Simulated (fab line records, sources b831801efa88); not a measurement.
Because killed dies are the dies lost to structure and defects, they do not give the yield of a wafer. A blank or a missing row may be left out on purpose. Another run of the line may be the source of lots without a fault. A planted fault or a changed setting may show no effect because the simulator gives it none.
Code-filled problem report in 8D (eight disciplines) form | flow sky130 | the parts of the form that need people (team, actions taken, sign-off) are left out

== 1. THE PROBLEM ==
Wafers without a fault read 0.856 a.u., standard deviation 0.0045; oesProductAu at SKY_VIA2_ETCH_14 reads a mean of 0.712 a.u. on 3 wafers belonging to 2 lots. That is -32 standard deviations from the usual mean.
The step: etches BARC in N2/H2, stops on SiO2, time 45.9 s, target depth 60 nm.
First seen on wafer L687.2, day 42 07:48, on rieDiel-04. The record holds 42 wafers of 14 lots with a number at this step. By rule, "out" or "out of limits" means more than 4 standard deviations away from the usual mean. The other wafers with a number count as sound.

== 2. WHAT IT IS AND WHAT IT IS NOT ==
question                    | is                     | is not
which readings at this step | oesProductAu           | drypumpMotorCurrentA
which lots                  | L687, L688             | L668, L669, L670, L672, L675, L676, L677, L678, L681, L682, L683, L684
which wafers of those lots  | L687.2, L687.5, L688.6 | L687.1, L688.4, L688.5
read on which tools         | rieDiel-04             | rieDiel-02, rieDiel-03
when                        | from day 42 07:48      | up to then (37 sound wafers); but 2 sound wafers of L688 came after

== 3. SUSPECTS, AND WHAT RULES EACH OUT ==
Counting: any tool at a process step up to the reading remains a suspect provided it ran every lot that is out. Sound lots after the first of them don't rule it out here, since some wafers of a struck lot are sound.
- rieDiel-01 at SKY_LI_CONTACT_ETCH_14 (etches BARC in N2/H2, stops on SiO2, time 45.9 s, target depth 60 nm): kept. Every lot that is out went through it, the first being L687 (day 35 19:23); the last sound lot it ran before that was L684 (day 34 12:53).
- pvdSputter-02 at SKY_CONTACT_SPUTTER_23 (material TiN, target thk 20 nm, time 77.13 s): kept. Every lot that is out went through it, the first being L687 (day 38 02:40); the last sound lot it ran before that was L684 (day 36 20:47).
- rieDiel-04 at SKY_VIA2_ETCH_14 (etches BARC in N2/H2, stops on SiO2, time 45.9 s, target depth 60 nm): kept. Every lot that is out went through it, the first being L687 (day 42 07:48); the last sound lot it ran before that was L683 (day 41 05:21). Its own readings are out on those wafers: oesProductAu.
- At SKY_VIA2_ETCH_14, inside rieDiel-04: chamber 0 took the wafers that are out, while their sound lot-mates went through chambers 1, 2.
Left after counting: rieDiel-01 at SKY_LI_CONTACT_ETCH_14, pvdSputter-02 at SKY_CONTACT_SPUTTER_23, rieDiel-04 at SKY_VIA2_ETCH_14.

== 4. THE CAUSE (what the simulator had put in) ==
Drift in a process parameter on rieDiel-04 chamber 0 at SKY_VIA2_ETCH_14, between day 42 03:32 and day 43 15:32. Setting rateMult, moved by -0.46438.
Of the 3 suspects that counting leaves, this tool is one.

== 5. THE CHAIN OF EFFECTS, in route order ==
Each row: a reading whose mean over the struck wafers that have a number lies more than 3 standard deviations from the usual. Only readings whose record carries a usual standard deviation are examined. hours: median over the lots of the time between each lot's start at the first step of this table that gives one and its start at this step. sigmas: the change, counted in usual standard deviations.
hours | step              | reading              | usual      | on struck wafers | change | sigmas
0     | SKY_VIA2_ETCH_14  | oesProductAu         | 0.856 a.u. | 0.712            | -0.144 | -32
0     | SKY_VIA2_ETCH_15  | oesProductAu         | 0.940 a.u. | 0.375            | -0.565 | -99 or more
0     | SKY_VIA2_STRIP_16 | stripTimeToEndpointS | 4.055 s    | 4.263            | +0.208 | +9.9
It contains these process steps:
- SKY_VIA2_ETCH_14: etches BARC in N2/H2, stops on SiO2, time 45.9 s, target depth 60 nm.
- SKY_VIA2_ETCH_15: etches SiO2 in C4F8/O2/Ar, stops on TiN, target depth 546 nm, time 84 s.
- SKY_VIA2_STRIP_16: strips in O2/N2.

== 6. WHAT WOULD HAVE CAUGHT IT SOONER ==
In this record the first reading out of limits was taken at day 42 07:48, 4 hours after the fault began at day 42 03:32.
